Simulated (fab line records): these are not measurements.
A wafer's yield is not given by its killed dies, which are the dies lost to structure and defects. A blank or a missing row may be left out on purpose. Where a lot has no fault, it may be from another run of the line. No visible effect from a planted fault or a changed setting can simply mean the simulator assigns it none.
Chamber matching :: flow sky130 :: cmp-02 running SKY_CONTACT_CMP_27: 4 sister chambers
The step polishes, stops on SiO2, t overpolish 15 s, target thk 0 nm. 4 wafers are shown with their chamber, then 11 later ones without.

== WAFERS PAIRED WITH THEIR CHAMBERS ==
wafer: L084.2
chamber: 1
motor-current-A (A): 10.6

wafer: L087.1
chamber: 3
motor-current-A (A): 11.8

wafer: L087.6
chamber: 0
motor-current-A (A): 9.8

wafer: L089.3
chamber: 2
motor-current-A (A): 11.9

== WAFERS WHOSE CHAMBER IS MISSING ==
wafer: L089.4
motor-current-A (A): 11.8

wafer: L089.6
motor-current-A (A): 12.0

wafer: L090.3
motor-current-A (A): 11.2

wafer: L090.4
motor-current-A (A): 10.7

wafer: L090.5
motor-current-A (A): 9.6

wafer: L092.3
motor-current-A (A): 11.1

wafer: L092.5
motor-current-A (A): 11.3

wafer: L092.6
motor-current-A (A): 11.0

wafer: L093.1
motor-current-A (A): 10.9

wafer: L093.2
motor-current-A (A): 9.9

wafer: L093.4
motor-current-A (A): 11.0

== THE CHAMBER EACH PASSED THROUGH ==
wafer: L089.4
from the rows above: can't be placed: 3 or 2
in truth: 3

wafer: L089.6
from the rows above: can't be placed: 2 or 3
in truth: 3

wafer: L090.3
from the rows above: can't be placed: 1 or 3 or 2
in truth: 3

wafer: L090.4
from the rows above: 1
in truth: 1

wafer: L090.5
from the rows above: 0
in truth: 0

wafer: L092.3
from the rows above: can't be placed: 1 or 3 or 2
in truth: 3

wafer: L092.5
from the rows above: can't be placed: 3 or 2 or 1
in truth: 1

wafer: L092.6
from the rows above: can't be placed: 1 or 3 or 2
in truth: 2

wafer: L093.1
from the rows above: can't be placed: 1 or 3
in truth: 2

wafer: L093.2
from the rows above: can't be placed: 0 or 1
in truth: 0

wafer: L093.4
from the rows above: can't be placed: 1 or 3 or 2
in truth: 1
2 of 11 placed correctly. From these rows, 9 cannot be placed; in 8 the true chamber is one of the candidates. Wrongly placed: 0.
How it was worked out, from the rows above alone: a wafer's distance from a chamber is the root of the sum, over the readings, of the square of ((its reading less the chamber's mean) divided by the reading's scatter). If the next closest chamber is less than 2 further off than the closest, the wafer can't be placed; otherwise it belongs to the closest. Each chamber's mean is taken over the wafers shown for it. The scatter: with one shown wafer a chamber, the root of the mean of the squares of how far each hidden wafer lies from its nearest shown one.
